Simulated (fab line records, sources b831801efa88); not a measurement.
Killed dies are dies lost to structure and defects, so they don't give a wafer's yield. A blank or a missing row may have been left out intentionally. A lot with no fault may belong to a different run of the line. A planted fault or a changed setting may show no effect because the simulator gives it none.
Which tool did it? ; flow gf180mcu ; 38 wafers sampled from 13 lots at 1 step of a route of 602

WHAT THE GAUGES SHOWED, per wafer
GF_M3_THK_MEAS_06: measures by xrf. Usual: M3_ALCU_THK 451 nm, standard deviation 4.9.
lot;measured;on;M3_ALCU_THK (nm);flag
L718;day 20 06:42;film_metro-01;449 444 445;
L719;day 20 23:40;film_metro-01;453 449 448;
L723;day 22 14:11;film_metro-03;447 449 447;
L724;day 22 18:36;film_metro-03;459 455 455;
L731;day 25 01:17;film_metro-03;456 456;
L732;day 25 15:54;film_metro-01;456 455 457;
L733;day 26 01:28;film_metro-03;443 446 444;
L734;day 26 02:23;film_metro-03;456 457 453;
L735;day 26 09:32;film_metro-02;450 457 452;
L736;day 26 17:53;film_metro-03;454 448 446;
L737;day 27 03:28;film_metro-01;451 446 449;
L739;day 27 11:09;film_metro-03;454 445 449;
L741;day 28 02:57;film_metro-02;452 456 452;

EACH LOT AND THE TOOL THAT RAN IT (in order: tool; ch and the chambers of the sampled wafers; start)
Record: no process step prior to these readings.

WHAT THE TOOLS THEMSELVES READ (means of the sampled wafers that have a number; where no wafer has one, the mark that the record gives instead)
The record holds no such reading with a usual standard deviation.

THE ANSWER, worked out from the rows above alone
Rule: a lot is off if the mean of its wafers that have a number lies more than 3 standard deviations from the usual mean. A lot without any number at a reading at which 4 lots or more have one is off too. All remaining lots with rows at the step are treated as sound. After the gauges, taken in route order, come the tools' own readings; for these a lot's mean is taken, as printed above. At the first step where some lot is off, the reading lying furthest off is the one used; lots without a number count as furthest.
None of the lots is off at any reading shown; this tells nothing.

WHAT THE SIMULATOR HAD PUT IN
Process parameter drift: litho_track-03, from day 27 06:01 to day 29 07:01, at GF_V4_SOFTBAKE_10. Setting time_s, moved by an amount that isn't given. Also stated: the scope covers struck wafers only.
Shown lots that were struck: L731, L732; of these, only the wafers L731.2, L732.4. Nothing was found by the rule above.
